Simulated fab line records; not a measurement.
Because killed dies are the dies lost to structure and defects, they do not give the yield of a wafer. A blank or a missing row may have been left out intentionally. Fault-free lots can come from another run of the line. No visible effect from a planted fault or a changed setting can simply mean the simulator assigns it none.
Matching of chambers    flow gf180mcu    4 sister chambers for GF_SAB_ETCH_11 on rie_diel-01
The step etches SiO2 in C4F8/O2/Ar, target depth 55 nm, time 8.5 s. 4 wafers are shown with their chamber, then 7 later ones without.

## WAFERS WITH THEIR CHAMBER
wafer   chamber  oes_product_au (a.u.)
L823.3  0        0.976
L824.3  3        1.015
L831.1  1        0.999
L831.2  2        1.009

## WAFERS MISSING THEIR CHAMBER
wafer   oes_product_au (a.u.)
L831.4  0.988
L840.3  1.023
L840.4  1.002
L840.5  0.989
L842.1  1.012
L842.2  1.007
L842.4  0.993

## WHICH CHAMBER EACH WENT THROUGH
wafer   from the rows above           in truth
L831.4  can't be placed: 1 or 0 or 2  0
L840.3  can't be placed: 3 or 2       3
L840.4  can't be placed: 1 or 2 or 3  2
L840.5  can't be placed: 1 or 0 or 2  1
L842.1  can't be placed: 3 or 2 or 1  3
L842.2  can't be placed: 2 or 1 or 3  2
L842.4  can't be placed: 1 or 2 or 0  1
Placed correctly: 0 of 7. Can't be placed from these rows: 7 (the true chamber is among the candidates in 7). 0 placed wrongly.
How it was worked out, from the rows above alone: a wafer's distance from a chamber is the root of the sum, over the readings, of the square of ((its reading less the chamber's mean) divided by the reading's scatter). If the next closest chamber is less than 2 further off than the closest, the wafer can't be placed; otherwise it belongs to the closest. The mean given for a chamber averages the wafers shown for that chamber. The scatter: with one shown wafer a chamber, the root of the mean of the squares of how far each hidden wafer lies from its nearest shown one.
